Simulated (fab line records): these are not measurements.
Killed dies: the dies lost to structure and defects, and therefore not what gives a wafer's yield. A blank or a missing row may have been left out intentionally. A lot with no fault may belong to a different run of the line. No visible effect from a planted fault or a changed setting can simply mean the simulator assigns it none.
Code-filled problem report in 8D (eight disciplines) form | flow sky130 | the parts of the form that need people (team, actions taken, sign-off) are left out

## 1. PROBLEM STATEMENT
POLY_GATE_CVD_03_THK at SKY_POLY_GATE_THK_MEAS_04 reads a mean of 100.3 nm on 3 wafers of 1 lot; wafers without a fault read 74.8 nm with a standard deviation of 0.68. That puts it +38 standard deviations away from the usual mean.
First observed at day 19 23:48: wafer L577.1, on film_metro-01. Wafers with a number at this step in the record: 27, from 9 lots. The rule behind "out" and "out of limits": a value lying over 4 standard deviations away from the usual mean. Any other wafer with a number is counted as sound.

## 2. WHAT THIS IS AND IS NOT
question                    | is                     | is not
which readings at this step | POLY_GATE_CVD_03_THK   | -
which lots                  | L577                   | L564, L570, L571, L575, L576, L585, L586, L587
which wafers of those lots  | all that have a number | -
read on which gauges        | film_metro-01          | film_metro-03
when                        | from day 19 23:48      | up to then (15 sound wafers); but 9 sound wafers of L585, L586, L587 came after

## 3. WHAT RULES OUT EACH SUSPECT
Counting: a tool at a process step up to the reading stays a suspect if it ran every lot that is out and no sound lot after the first of them.
- the gauge at SKY_POLY_GATE_THK_MEAS_04 has been ruled out. All the wafers that are out were read on film_metro-01, but those of them that SKY_POLY_GATE_ETCH_16 has rows for are out there too, on other tools.
- lpcvd-02 at SKY_POLY_GATE_CVD_03 (deposits Si3N4 from DCS/NH3, target thk 75 nm, time 1290 s): ruled out as a lasting fault. Following L577 (day 19 22:26), the first lot on it that is out, the sound lots L585, L586, L587 were run on it.
Left after counting: nothing in the record.

## 4. THE CAUSE (what the simulator had put in)
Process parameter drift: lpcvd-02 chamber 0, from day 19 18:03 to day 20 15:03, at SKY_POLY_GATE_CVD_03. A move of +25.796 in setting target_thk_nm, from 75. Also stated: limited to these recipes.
Counting ruled it out, wrongly: the rule takes a fault to strike every lot that its tool runs from its start on, and this one did not.

## 5. THE CHAIN OF EFFECTS, in route order
Each row: a reading where the mean over the struck wafers with a number is more than 3 standard deviations away from the usual. Scope: only readings with a usual standard deviation given in the record; hours: median across lots of the time from each lot's start at the first step in this table that gives one to its start at this step; sigmas: change in usual standard deviations.
hours | step                      | reading              | usual      | on struck wafers | change | sigmas
0     | SKY_POLY_GATE_THK_MEAS_04 | POLY_GATE_CVD_03_THK | 74.8 nm    | 100.3            | +25.5  | +38
33    | SKY_POLY_GATE_ETCH_16     | oes_product_au       | 0.640 a.u. | 0.730            | +0.090 | +18
218   | SKY_POLY_CUT_ETCH_11      | oes_product_au       | 0.828 a.u. | 0.981            | +0.153 | +23
705   | SKY_PAD_OPEN_PROBE_99     | killed_at_front_end  | 15         | 72               | +57    | +14
705   | SKY_PAD_OPEN_PROBE_99     | killed_dies          | 86         | 142              | +56    | +5.1
705   | SKY_PAD_OPEN_PROBE_99     | killed_on_rim        | 17         | 38               | +21    | +5.1
The process steps in it:
- SKY_POLY_GATE_ETCH_16: etches Si3N4 in CH3F/O2, stops on poly-Si, time 147.5 s, target depth 75 nm.
- SKY_POLY_CUT_ETCH_11: etches Si3N4 in CF4/CH2F2/Ar, stops on poly-Si, time 42.5 s, target depth 60 nm.
- SKY_PAD_OPEN_PROBE_99

## 6. HOW IT WOULD HAVE BEEN CAUGHT EARLIER
6 hours passed between the start of the fault at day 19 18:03 and the first reading out of limits at a measuring or inspecting step in this record, taken at day 19 23:48.
Tool readings at SKY_POLY_GATE_CVD_03 with a usual standard deviation given in the record: none out on any struck wafer, hence no alarm at a limit of 4 standard deviations on them.
